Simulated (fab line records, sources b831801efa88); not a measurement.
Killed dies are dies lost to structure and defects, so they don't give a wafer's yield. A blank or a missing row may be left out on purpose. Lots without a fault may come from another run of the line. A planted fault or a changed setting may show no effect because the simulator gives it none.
A struck lot beside a sound one | flow sky130 | 17 steps out of a route of 708
Sound: wafers L538.3, L538.5, L538.6. Struck: wafers L531.2, L531.4, L531.5. The cause comes at the end.
At each step with rows: each side's tool, then ch and its chambers, then its first start. Under that, the readings that differ: sound wafers | struck wafers | difference of the means | sigmas: that difference in standard deviations of wafers without a fault.
alike: readings whose means differ by less than 2 such deviations, and words and numbers that are the same on both sides. not compared: withheld readings, readings that some wafer has no value for, bounds like >300 that may hide the same value, and numbers for which the record gives no deviation and whose values overlap.
The two part at a step that has a row with sigmas, a row that says differs or no value, or rows on one side only. Numbers that don't overlap but have no deviation are shown without sigmas and don't part them. A reading that every wafer of one side lacks parts them only if that side has two wafers or more.

SKY_LDD_P_OVL_MEAS_08:
  sound on overlay-01, day 24 18:49; struck on overlay-02, day 22 06:35
  alike: LDD_P_OVL
then, 1 step without rows for these wafers: SKY_LDD_P_IMPLANT_09.
SKY_LDD_P_STRIP_10: strips in O2/N2.
  sound on plasma_asher-03 ch 0,1, day 24 19:01; struck on plasma_asher-03 ch 0,1, day 22 06:46
  alike: drypump_motor_current_A, oes_product_au, strip_time_to_endpoint_s
  not compared: rf_hours_counter_h
SKY_LDD_P_TW_MEAS_11:
  sound on film_metro-03, day 24 19:07; struck on film_metro-02, day 22 06:52
  alike: LDD_P_TW
then, 7 steps without rows for these wafers: SKY_LDD_HVN_DEHYDRATE_00 (time 60 s); SKY_LDD_HVN_HMDS_01 (prime time 60 s); SKY_LDD_HVN_COAT_02 (resist thk 300 nm); SKY_LDD_HVN_SOFTBAKE_03 (time 60 s); SKY_LDD_HVN_EXPOSE_04 (exposes mask HVNTM, target cd 700 nm); SKY_LDD_HVN_PEB_05; SKY_LDD_HVN_DEVELOP_06 (develop time 60 s).
SKY_LDD_HVN_OVL_MEAS_07:
  sound on overlay-02, day 26 01:19; struck on overlay-01, day 23 12:59
  alike: LDD_HVN_OVL
SKY_LDD_HVN_IMPLANT_08:
  sound on implanter-01 ch 0, day 26 01:23; struck on implanter-02 ch 0, day 23 13:02
  reading            | sound                     | struck                        | difference | sigmas
  dose_ions_cm2      | 3.002e+13 3e+13 3.004e+13 | 3.459e+13 3.456e+13 3.457e+13 | +4.553e+12 | +99 or more
  faraday_current_uA | 171 169 168               | 191 194 194                   | +24        | +7
  alike: tilt_deg
SKY_LDD_HVN_STRIP_09: strips in O2/N2.
  sound on plasma_asher-02 ch 0,1, day 26 01:32; struck on plasma_asher-04 ch 0,1, day 23 13:10
  alike: drypump_motor_current_A, oes_product_au, strip_time_to_endpoint_s
  not compared: rf_hours_counter_h
SKY_LDD_HVN_TW_MEAS_10:
  sound on film_metro-04, day 26 01:37; struck on film_metro-02, day 23 13:16
  reading    | sound          | struck         | difference | sigmas
  LDD_HVN_TW | 1455 1444 1444 | 1530 1519 1522 | +76        | +8
then, 1 step without rows for these wafers: SKY_LDD_HVP_DEHYDRATE_00 (time 60 s).
-- the record jumps here: 24 days lie between the struck wafers' starts before and after (it left off in module LDD_HVP and takes up again in module PAD_OPEN, whose first step shown is number 708 of the route) --
SKY_PAD_OPEN_PROBE_99:
  sound on prober-02, day 49 15:09; struck on prober-01, day 47 23:36
  reading                        | sound          | struck         | difference | sigmas
  killed_at_other                | 0 0 0          | 2 2 0          | +1         | +3
  model.etest.tip_n_5v.rs_ohm_sq | 1382 1387 1389 | 1240 1236 1234 | -149       |
  alike: killed_at_M0_to_M3, killed_at_M4_up, killed_at_contacts, killed_at_front_end, killed_dies, killed_open, killed_short

WHERE THEY PART
First at SKY_LDD_HVN_IMPLANT_08; last, within this record, at SKY_PAD_OPEN_PROBE_99.

WHY: what the simulator had put in
Process parameter drift: implanter-02, from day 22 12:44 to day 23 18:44, at SKY_LDD_HVN_IMPLANT_08. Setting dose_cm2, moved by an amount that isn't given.
